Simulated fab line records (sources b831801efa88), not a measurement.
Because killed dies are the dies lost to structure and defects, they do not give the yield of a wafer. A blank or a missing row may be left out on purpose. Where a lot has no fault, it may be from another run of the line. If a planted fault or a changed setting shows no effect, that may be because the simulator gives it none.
fab line records | flow sfqLine
record lots=15 | wafers=44 | lastDay=83
route steps=325 shown I4@164 JJ@180 M7@283 I7@306
lots that met no fault: taken from a fault-free run of the same line
startH: the number of hours between the record's first day and the start of the first shown wafer of the lot | waitH: hours elapsed since this lot's preceding step | " repeats the value in the row above | L1.1+2: several wafers, shown together as one row | - value missing, or start not given | * or withheld: withheld | < > ~ a bound
route shown NAME@n: a module of which the file shows steps, and the number in the route of the first | usual: mean/standard deviation taken from wafers without a fault | same: alike in all rows | chamber/n: place in a boat | sites: each site's reading | _std_site: their standard deviation | _edge_site: inner sites' mean taken away from outer sites' mean | radiusMm: for every site, how far away it sits from the centre of the wafer | mask NAME#n: copy n | behind: tool/chamber where the wafer was last shaped | hold: the reason the lot was held/the length of the hold in hours/how it ended | device: the n, p or np transistor that did not switch | end of line: the same wafers' tests at the end of the route | a step given without rows: its recipe and nothing more | killed: count of dies lost to structure and defects at first sort (not the wafer's yield) | map: a wafer's dies, x killed, . not, _ none there
set.NAME: the setting that was run; set.NAME@STEP: the one run at that earlier step | model.NAME: the simulator's own value behind a step, which no gauge read
route steps across a sampled set of lots; one table per step, one row per wafer
services: the hour from which a tool's chamber was out of use, counted from the record's first day as startH (under 0 if before that day), plus the number of hours and why
## steps
# step SFQ_TRILAYER_I4_CMP_CMP_100
# recipe material=SiO2 | downForcePsi=3 | platenRpm=60 | padVelocityMS=0.94248
# usual edgeZonePressureFrac=0.999/0.0045 | motorCurrentA=9.5/0.87 | timeToEndpointS=214/9
lot.wafer | tool   | chamber | startH  | waitH | edgeZonePressureFrac | motorCurrentA | timeToEndpointS
L396.4    | cmp-02 | 1       | 1120.61 | 0.5   | 0.995                | 10.1          | 227
L396.1    | "      | 2       | "       | "     | 1.003                | 8.2           | 219
L396.6    | "      | 1       | 1122.61 | 2.5   | 0.989                | 9.8           | 228
L398.3    | cmp-01 | 2       | 1159.47 | 0.5   | 0.995                | 9.9           | 204
L398.2    | "      | 0       | 1160.47 | 1.5   | 1.001                | 9.1           | 208
L398.6    | "      | 1       | "       | "     | 0.998                | 8.4           | 220
L400.2    | cmp-01 | 1       | 1205.31 | 0.0   | 0.998                | 8.3           | 217
L400.1    | "      | 0       | 1206.81 | 1.5   | 1.005                | 9.7           | 220
L400.5    | "      | 1       | "       | "     | 0.999                | 8.6           | 217
L401.2    | cmp-02 | 0       | 1213.15 | 1.8   | 0.998                | 9.1           | 215
L401.1    | "      | 2       | 1214.15 | 2.8   | 1.002                | 8.4           | 218
L401.6    | "      | 1       | 1215.65 | 4.3   | 1.002                | 9.9           | 230
L403.1    | cmp-01 | 2       | 1230.85 | 1.5   | 0.995                | 9.6           | 283
L403.5    | "      | 0       | 1231.85 | 2.5   | 0.992                | 9.3           | 221
L404.2    | cmp-01 | 1       | 1242.40 | 2.3   | 1.004                | 8.4           | 210
L404.5    | "      | 1       | 1244.40 | 4.2   | 0.999                | 9.0           | 212
L404.6    | "      | 2       | "       | "     | 1.005                | 9.6           | 274
L405.2    | cmp-01 | 3       | 1245.40 | 1.7   | 1.000                | 10.8          | 221
L405.1    | "      | 2       | 1246.90 | 3.2   | 1.006                | 9.8           | 278
L405.6    | "      | 3       | "       | "     | 1.007                | 10.4          | 282
L412.2    | cmp-01 | 3       | 1312.92 | 9.4   | 1.004                | 11.6          | 220
L412.1    | "      | 1       | 1313.92 | 10.4  | 1.007                | 8.1           | 195
L412.5    | "      | 3       | 1314.92 | 11.3  | 1.005                | 11.7          | 221
L413.2    | cmp-02 | 2       | 1313.02 | 8.3   | 1.002                | 8.5           | 210
L413.1    | "      | 3       | "       | "     | 1.003                | 9.3           | 202
L413.5    | "      | 2       | 1315.02 | 10.3  | 1.009                | 8.5           | 213
L414.1    | cmp-01 | 2       | 1361.92 | 28.4  | 0.997                | 9.5           | 209
L414.6    | "      | 3       | "       | "     | 0.998                | 11.1          | 226
L414.5    | "      | 0       | "       | "     | 1.002                | 9.6           | 216
L415.4    | cmp-01 | 1       | 1382.20 | 27.0  | 0.991                | 8.6           | 215
L415.1    | "      | 0       | 1383.70 | 28.6  | 0.998                | 9.6           | 205
L415.6    | "      | 2       | 1384.70 | 29.5  | 0.998                | 10.1          | 199
L416.1    | cmp-01 | 3       | 1388.20 | 29.5  | 0.998                | 10.2          | 220
L416.3    | "      | 2       | 1389.70 | 31.0  | 0.999                | 9.8           | 209
L416.5    | "      | 0       | 1390.70 | 31.9  | 0.996                | 9.4           | 219
L417.4    | cmp-02 | 2       | 1391.89 | 30.7  | 0.997                | 8.5           | 222
L417.3    | "      | 3       | "       | "     | 1.004                | 9.5           | 205
L417.5    | "      | 2       | 1393.89 | 32.7  | 0.993                | 8.1           | 221
L418.2    | cmp-02 | 3       | 1394.39 | 32.1  | 0.997                | 9.8           | 195
L418.4    | "      | 2       | 1395.89 | 33.5  | 1.001                | 7.9           | 217
L418.6    | "      | 0       | 1396.89 | 34.5  | 1.004                | 8.4           | 215
L419.3    | cmp-01 | 0       | 1400.20 | 34.7  | 0.992                | 9.5           | 202
L419.1    | "      | 1       | "       | "     | 1.007                | 8.8           | 204
L419.5    | "      | 1       | 1402.70 | 37.1  | 0.999                | 9.2           | 197
# step SFQ_TRILAYER_I4_METRO_MEASURE_101
# usual thkNm=199.8/1.2
lot.wafer | tool         | chamber | startH  | waitH | thkNm
L396.1    | filmMetro-03 | -       | 1123.23 | 0.1   | 200.3
L396.4    | "            | -       | "       | "     | 201.0
L396.6    | "            | -       | "       | "     | 200.9
L398.2    | filmMetro-01 | -       | 1162.29 | 0.3   | 199.3
L398.3    | "            | -       | "       | "     | 198.8
L398.6    | "            | -       | "       | "     | 199.6
L400.1    | filmMetro-04 | -       | 1208.43 | 0.1   | 201.5
L400.2    | "            | -       | "       | "     | 199.7
L400.5    | "            | -       | "       | "     | 199.0
L401.1    | filmMetro-04 | -       | 1216.27 | 0.1   | 200.8
L401.2    | "            | -       | "       | "     | 201.1
L401.6    | "            | -       | "       | "     | 200.9
L403.1    | filmMetro-01 | -       | 1232.47 | 0.1   | 308.5
L403.5    | "            | -       | "       | "     | 201.3
L404.2    | filmMetro-03 | -       | 1245.72 | 0.3   | 199.9
L404.5    | "            | -       | "       | "     | 199.4
L404.6    | "            | -       | "       | "     | 303.5
L405.1    | filmMetro-03 | -       | 1248.52 | 0.1   | 304.4
L405.2    | "            | -       | "       | "     | 202.1
L405.6    | "            | -       | "       | "     | 308.2
L412.1    | filmMetro-04 | -       | 1315.54 | 0.1   | 199.7
L412.2    | "            | -       | "       | "     | 202.0
L412.5    | "            | -       | "       | "     | 201.2
L413.1    | filmMetro-03 | -       | 1316.14 | 0.1   | 197.7
L413.2    | "            | -       | "       | "     | 199.4
L413.5    | "            | -       | "       | "     | 199.2
L414.1    | filmMetro-03 | -       | 1363.54 | 0.1   | 198.3
L414.5    | "            | -       | "       | "     | 199.6
L414.6    | "            | -       | "       | "     | 199.1
L415.1    | filmMetro-03 | -       | 1385.32 | 0.1   | 198.8
L415.4    | "            | -       | "       | "     | 199.3
L415.6    | "            | -       | "       | "     | 198.7
L416.1    | filmMetro-01 | -       | 1391.32 | 0.1   | 200.6
L416.3    | "            | -       | "       | "     | 198.2
L416.5    | "            | -       | "       | "     | 198.2
L417.3    | filmMetro-04 | -       | 1394.91 | 0.5   | 198.8
L417.4    | "            | -       | "       | "     | 199.7
L417.5    | "            | -       | "       | "     | 199.7
L418.2    | filmMetro-01 | -       | 1397.71 | 0.3   | 197.0
L418.4    | "            | -       | "       | "     | 199.5
L418.6    | "            | -       | "       | "     | 200.1
L419.1    | filmMetro-04 | -       | 1403.32 | 0.1   | 198.6
L419.3    | "            | -       | "       | "     | 199.4
L419.5    | "            | -       | "       | "     | 199.2
# step SFQ_TRILAYER_I4_VIA_ETCH_VIA_ETCH_106
# recipe target=SiO2 | stopOn=Nb | maskMaterial=PR | taperDeg=20 | chemistry=CHF3 | targetDepthNm=260 | sourceW=500 | biasW=80 | pressureMtorr=30 | timeS=withheld
# usual drypumpMotorCurrentA=5.7/0.53 | oesProductAu=0.854/0.0052 | rfFwdPowerW=498.3/1.6
lot.wafer | tool       | chamber | startH  | waitH | drypumpMotorCurrentA | oesProductAu | rfFwdPowerW
L396.1    | rieDiel-04 | 2       | 1156.96 | 0.0   | 6.1                  | 0.861        | 497.3
L396.4    | "          | 1       | "       | "     | 6.0                  | 0.863        | 499.5
L396.6    | "          | 3       | "       | "     | 5.6                  | 0.856        | 498.7
L398.2    | rieDiel-02 | 1       | 1165.95 | 0.0   | 5.1                  | 0.846        | 495.3
L398.3    | "          | 3       | "       | "     | 6.0                  | 0.862        | 498.7
L398.6    | "          | 3       | "       | "     | 6.0                  | 0.857        | 497.4
L400.1    | rieDiel-04 | 1       | 1213.96 | 0.0   | 6.0                  | 0.865        | 497.3
L400.2    | "          | 2       | "       | "     | 6.1                  | 0.851        | 498.8
L400.5    | "          | 1       | "       | "     | 6.0                  | 0.850        | 495.2
L401.1    | rieDiel-02 | 1       | 1221.19 | 0.0   | 5.1                  | 0.851        | 497.7
L401.2    | "          | 0       | "       | "     | 5.7                  | 0.850        | 501.1
L401.6    | "          | 0       | "       | "     | 5.7                  | 0.858        | 500.8
L403.1    | rieDiel-02 | 2       | 1236.60 | 0.0   | 5.0                  | 0.998        | 496.4
L403.5    | "          | 1       | "       | "     | 5.1                  | 0.857        | 499.4
L404.2    | rieDiel-03 | 3       | 1349.37 | 0.0   | 5.3                  | 0.846        | 496.4
L404.5    | "          | 2       | "       | "     | 5.7                  | 0.845        | 499.7
L404.6    | "          | 3       | "       | "     | 5.3                  | 1.024        | 497.9
L405.1    | rieDiel-03 | 1       | 1352.97 | 0.0   | 6.7                  | 1.001        | 497.3
L405.2    | "          | 3       | "       | "     | 5.2                  | 0.862        | 497.7
L405.6    | "          | 2       | "       | "     | 5.7                  | 0.988        | 500.0
L412.1    | rieDiel-03 | 0       | 1405.64 | 0.0   | 5.3                  | 0.857        | 500.5
L412.2    | "          | 1       | "       | "     | 6.8                  | 0.855        | 499.3
L412.5    | "          | 1       | "       | "     | 6.7                  | 0.855        | 501.0
L413.1    | rieDiel-04 | 2       | 1406.66 | 0.0   | 6.1                  | 0.844        | 498.5
L413.2    | "          | 1       | "       | "     | 6.0                  | 0.850        | 501.3
L413.5    | "          | 1       | "       | "     | 6.0                  | 0.851        | 498.4
L414.1    | rieDiel-03 | 3       | 1441.15 | 0.0   | 5.3                  | 0.852        | 498.7
L414.5    | "          | 1       | "       | "     | 6.8                  | 0.849        | 494.7
L414.6    | "          | 3       | "       | "     | 5.3                  | 0.854        | 499.7
L415.1    | rieDiel-03 | 3       | 1473.55 | 0.0   | 5.2                  | 0.852        | 500.8
L415.4    | "          | 1       | "       | "     | 6.7                  | 0.855        | 498.8
L415.6    | "          | 2       | "       | "     | 5.7                  | 0.849        | 498.0
L416.1    | rieDiel-02 | 1       | 1481.95 | 0.0   | 5.1                  | 0.856        | 493.9
L416.3    | "          | 3       | "       | "     | 6.0                  | 0.853        | 496.6
L416.5    | "          | 0       | "       | "     | 5.7                  | 0.856        | 502.3
L417.3    | rieDiel-02 | 0       | 1487.95 | 0.0   | 5.7                  | 0.846        | 499.6
L417.4    | "          | 3       | "       | "     | 6.0                  | 0.845        | 497.6
L417.5    | "          | 1       | "       | "     | 5.1                  | 0.852        | 498.5
L418.2    | rieDiel-03 | 2       | 1491.55 | 0.0   | 5.7                  | 0.854        | 499.0
L418.4    | "          | 3       | "       | "     | 5.2                  | 0.847        | 497.2
L418.6    | "          | 2       | "       | "     | 5.7                  | 0.846        | 499.6
L419.1    | rieDiel-03 | 1       | 1502.32 | 0.0   | 6.8                  | 0.851        | 499.6
L419.3    | "          | 3       | "       | "     | 5.2                  | 0.853        | 498.9
L419.5    | "          | 3       | "       | "     | 5.2                  | 0.850        | 498.5
# step SFQ_TRILAYER_JJ_TRILAYER_DEP_SPUTTER_110
# recipe material=Al | basePressurePa=1.33e-06 | targetThkNm=8 | powerW=500 | timeS=10 | chamberPressurePa=0.4
# usual cathodeDcPowerW=499.98/0.095 | throttleValvePct=29.8/1.4
lot.wafer | tool          | chamber | startH  | waitH | cathodeDcPowerW | throttleValvePct
L396.1    | pvdSputter-03 | -       | 1158.12 | 0.0   | 499.87          | 31.4
L396.4    | "             | -       | "       | "     | 500.12          | 30.0
L396.6    | "             | -       | "       | "     | 500.06          | 28.8
L398.2    | pvdSputter-05 | -       | 1167.56 | 0.0   | 499.95          | 30.3
L398.3    | "             | -       | "       | "     | 499.98          | 28.3
L398.6    | "             | -       | "       | "     | 499.98          | 28.2
L400.1    | pvdSputter-05 | -       | 1214.95 | 0.0   | 500.17          | 30.6
L400.2    | "             | -       | "       | "     | 500.08          | 30.4
L400.5    | "             | -       | "       | "     | 499.98          | 31.1
L401.1    | pvdSputter-05 | -       | 1222.18 | 0.0   | 500.11          | 30.7
L401.2    | "             | -       | "       | "     | 500.04          | 31.7
L401.6    | "             | -       | "       | "     | 499.97          | 28.3
L403.1    | pvdSputter-03 | -       | 1238.19 | 0.0   | 500.11          | 31.6
L403.5    | "             | -       | "       | "     | 500.06          | 31.6
L404.2    | pvdSputter-05 | -       | 1350.36 | 0.0   | 500.03          | 32.0
L404.5    | "             | -       | "       | "     | 500.04          | 30.1
L404.6    | "             | -       | "       | "     | 499.93          | 32.0
L405.1    | pvdSputter-03 | -       | 1353.96 | 0.0   | 499.99          | 30.0
L405.2    | "             | -       | "       | "     | 500.06          | 29.1
L405.6    | "             | -       | "       | "     | 499.99          | 28.8
L412.1    | pvdSputter-05 | -       | 1406.63 | 0.0   | 499.80          | 31.6
L412.2    | "             | -       | "       | "     | 499.84          | 30.4
L412.5    | "             | -       | "       | "     | 500.15          | 28.2
L413.1    | pvdSputter-03 | -       | 1407.65 | 0.0   | 499.71          | 30.0
L413.2    | "             | -       | "       | "     | 500.06          | 28.9
L413.5    | "             | -       | "       | "     | 499.92          | 30.1
L414.1    | pvdSputter-05 | -       | 1442.14 | 0.0   | 500.02          | 30.3
L414.5    | "             | -       | "       | "     | 500.11          | 30.7
L414.6    | "             | -       | "       | "     | 499.99          | 28.1
L415.1    | pvdSputter-04 | -       | 1474.54 | 0.0   | 500.08          | 27.3
L415.4    | "             | -       | "       | "     | 500.26          | 31.2
L415.6    | "             | -       | "       | "     | 499.86          | 27.8
L416.1    | pvdSputter-05 | -       | 1482.94 | 0.0   | 500.06          | 31.0
L416.3    | "             | -       | "       | "     | 500.02          | 31.9
L416.5    | "             | -       | "       | "     | 500.03          | 30.4
L417.3    | pvdSputter-04 | -       | 1488.94 | 0.0   | 499.93          | 27.6
L417.4    | "             | -       | "       | "     | 499.85          | 31.4
L417.5    | "             | -       | "       | "     | 500.10          | 30.8
L418.2    | pvdSputter-03 | -       | 1492.54 | 0.0   | 500.07          | 28.8
L418.4    | "             | -       | "       | "     | 499.96          | 30.2
L418.6    | "             | -       | "       | "     | 500.06          | 30.1
L419.1    | pvdSputter-04 | -       | 1503.31 | 0.0   | 499.98          | 30.7
L419.3    | "             | -       | "       | "     | 499.85          | 27.4
L419.5    | "             | -       | "       | "     | 499.97          | 27.7
# step SFQ_M7_RS_MEAS_943
# recipe thkMeasGauge=four-point-probe | reads=Nb_of_TRILAYER_M7_DEP_SPUTTER_175
# usual M7_NB_RS=0.892/0.011
lot.wafer | tool         | chamber | startH  | waitH | M7_NB_RS[ohm/sq]
L396.1    | filmMetro-04 | -       | 1596.10 | 0.1   | 0.908
L396.4    | "            | -       | "       | "     | 0.891
L396.6    | "            | -       | "       | "     | 0.901
L398.2    | filmMetro-01 | -       | 1638.49 | 0.1   | 0.891
L398.3    | "            | -       | "       | "     | 0.893
L398.6    | "            | -       | "       | "     | 0.892
L400.1    | filmMetro-01 | -       | 1727.42 | 0.0   | 0.896
L400.2    | "            | -       | "       | "     | 0.918
L400.5    | "            | -       | "       | "     | 0.911
L401.1    | filmMetro-04 | -       | 1728.62 | 0.0   | 0.863
L401.2    | "            | -       | "       | "     | 0.894
L401.6    | "            | -       | "       | "     | 0.876
L403.1    | filmMetro-04 | -       | 1743.02 | 0.0   | 0.891
L403.5    | "            | -       | "       | "     | 0.874
L404.2    | filmMetro-02 | -       | 1768.36 | 0.1   | 0.897
L404.5    | "            | -       | "       | "     | 0.912
L404.6    | "            | -       | "       | "     | 0.892
L405.1    | filmMetro-02 | -       | 1770.74 | 0.0   | 0.885
L405.2    | "            | -       | "       | "     | 0.872
L405.6    | "            | -       | "       | "     | 0.873
L412.1    | filmMetro-02 | -       | 1817.67 | 0.0   | 0.883
L412.2    | "            | -       | "       | "     | 0.883
L412.5    | "            | -       | "       | "     | 0.877
L413.1    | filmMetro-02 | -       | 1822.64 | 0.0   | 0.892
L413.2    | "            | -       | "       | "     | 0.884
L413.5    | "            | -       | "       | "     | 0.903
L414.1    | filmMetro-04 | -       | 1824.87 | 0.0   | 0.874
L414.5    | "            | -       | "       | "     | 0.876
L414.6    | "            | -       | "       | "     | 0.898
L415.1    | filmMetro-02 | -       | 1863.27 | 0.0   | 0.881
L415.4    | "            | -       | "       | "     | 0.895
L415.6    | "            | -       | "       | "     | 0.897
L416.1    | filmMetro-02 | -       | 1868.07 | 0.0   | 0.896
L416.3    | "            | -       | "       | "     | 0.889
L416.5    | "            | -       | "       | "     | 0.889
L417.3    | filmMetro-01 | -       | 1875.52 | 0.1   | 0.895
L417.4    | "            | -       | "       | "     | 0.891
L417.5    | "            | -       | "       | "     | 0.885
L418.2    | filmMetro-02 | -       | 1878.03 | 0.1   | 0.898
L418.4    | "            | -       | "       | "     | 0.887
L418.6    | "            | -       | "       | "     | 0.899
L419.1    | filmMetro-04 | -       | 1879.23 | 0.0   | 0.912
L419.3    | "            | -       | "       | "     | 0.891
L419.5    | "            | -       | "       | "     | 0.885
# step SFQ_I7_OVL_MEAS_947
# usual I7_OVL=-1/5.2
lot.wafer | tool       | chamber | startH  | waitH | I7_OVL[nm]
L396.1    | overlay-02 | -       | 1626.34 | 0.1   | -2
L396.4    | "          | -       | "       | "     | -6
L396.6    | "          | -       | "       | "     | -4
L398.2    | overlay-02 | -       | 1658.65 | 0.1   | -6
L398.3    | "          | -       | "       | "     | -4
L398.6    | "          | -       | "       | "     | -3
L400.1    | overlay-01 | -       | 1750.76 | 0.1   | -5
L400.2    | "          | -       | "       | "     | -2
L400.5    | "          | -       | "       | "     | 1
L401.1    | overlay-01 | -       | 1752.12 | 0.1   | 3
L401.2    | "          | -       | "       | "     | -3
L401.6    | "          | -       | "       | "     | -2
L403.1    | overlay-01 | -       | 1754.36 | 0.1   | -4
L403.5    | "          | -       | "       | "     | 2
L404.2    | overlay-02 | -       | 1870.59 | 0.1   | -10
L404.5    | "          | -       | "       | "     | -8
L404.6    | "          | -       | "       | "     | -16
L405.1    | overlay-02 | -       | 1871.78 | 0.1   | -5
L405.2    | "          | -       | "       | "     | -10
L405.6    | "          | -       | "       | "     | -2
L412.1    | overlay-01 | -       | 1913.91 | 0.1   | 11
L412.2    | "          | -       | "       | "     | 4
L412.5    | "          | -       | "       | "     | 1
L413.1    | overlay-01 | -       | 1915.11 | 0.1   | 2
L413.2    | "          | -       | "       | "     | 2
L413.5    | "          | -       | "       | "     | 0
L414.1    | overlay-01 | -       | 1921.11 | 0.1   | -1
L414.5    | "          | -       | "       | "     | -6
L414.6    | "          | -       | "       | "     | -13
L415.1    | overlay-01 | -       | 1954.87 | 0.1   | -3
L415.4    | "          | -       | "       | "     | -5
L415.6    | "          | -       | "       | "     | -3
L416.1    | overlay-01 | -       | 1959.67 | 0.1   | -6
L416.3    | "          | -       | "       | "     | -2
L416.5    | "          | -       | "       | "     | -3
L417.3    | overlay-01 | -       | 1970.48 | 0.1   | 0
L417.4    | "          | -       | "       | "     | -4
L417.5    | "          | -       | "       | "     | -10
L418.2    | overlay-02 | -       | 1972.88 | 0.1   | -8
L418.4    | "          | -       | "       | "     | -8
L418.6    | "          | -       | "       | "     | -5
L419.1    | overlay-02 | -       | 1974.72 | 0.1   | 7
L419.3    | "          | -       | "       | "     | 2
L419.5    | "          | -       | "       | "     | 4
## services
tool          | chamber | startH  | hours | kind
filmMetro-03  | -       | 1103.40 | 0.4   | pm
filmMetro-04  | -       | 1130.43 | 0.7   | pm
cmp-02        | -       | 1172.41 | 0.5   | repair
cmp-01        | -       | 1185.82 | 1.2   | repair
rieDiel-03    | -       | 1207.90 | 0.5   | repair
filmMetro-03  | -       | 1212.81 | 0.8   | pm
filmMetro-03  | -       | 1213.65 | 4.8   | pm
filmMetro-04  | -       | 1215.42 | 0.7   | pm
pvdSputter-05 | -       | 1256.87 | 4.1   | repair
cmp-01        | -       | 1260.42 | 4.0   | pm
pvdSputter-05 | -       | 1279.63 | 54.3  | repair
cmp-01        | -       | 1288.96 | 1.9   | repair
pvdSputter-05 | -       | 1291.66 | 1.2   | repair
rieDiel-03    | 2       | 1293.42 | 1.2   | repair
cmp-01        | -       | 1300.49 | 0.3   | repair
pvdSputter-05 | -       | 1328.50 | 5.1   | repair
filmMetro-03  | -       | 1348.40 | 0.9   | pm
rieDiel-03    | 0       | 1362.13 | 3.8   | repair
cmp-01        | -       | 1372.42 | 3.8   | pm
rieDiel-03    | 3       | 1391.05 | 6.5   | repair
pvdSputter-05 | -       | 1394.72 | 10.5  | repair
rieDiel-03    | -       | 1453.16 | 0.4   | repair
filmMetro-03  | -       | 1457.94 | 1.0   | pm
filmMetro-03  | -       | 1458.90 | 0.7   | pm
## key
firstSign step=SFQ_TRILAYER_I4_CMP_CMP_100 | reading=timeToEndpointS | direction=up | sigmas=7.2 | usual=* | struck=*
effect step=SFQ_TRILAYER_I4_METRO_MEASURE_101 | reading=thkNm | direction=up | sigmas=88 | usual=199.8 | struck=306.1
effect step=SFQ_TRILAYER_I4_VIA_ETCH_VIA_ETCH_106 | reading=oesProductAu | direction=up | sigmas=28 | usual=0.854 | struck=1.003
metAt SFQ_TRILAYER_I4_CMP_CMP_100
struckLots L403,L404,L405
struckWafers L403.1,L404.6,L405.1,L405.6
notActingAt SFQ_TRILAYER_JJ_TRILAYER_DEP_SPUTTER_110,SFQ_M7_RS_MEAS_943,SFQ_I7_OVL_MEAS_947
onsetBetween 1205.31 1230.85
fault kind=processParameterDrift | tool=cmp-01 | chamber=- | onsetH=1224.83 | steps=SFQ_TRILAYER_I4_CMP_CMP_100 | channel=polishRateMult | offset=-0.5 | shape=step | endH=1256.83 | scope=struckWafersOnly
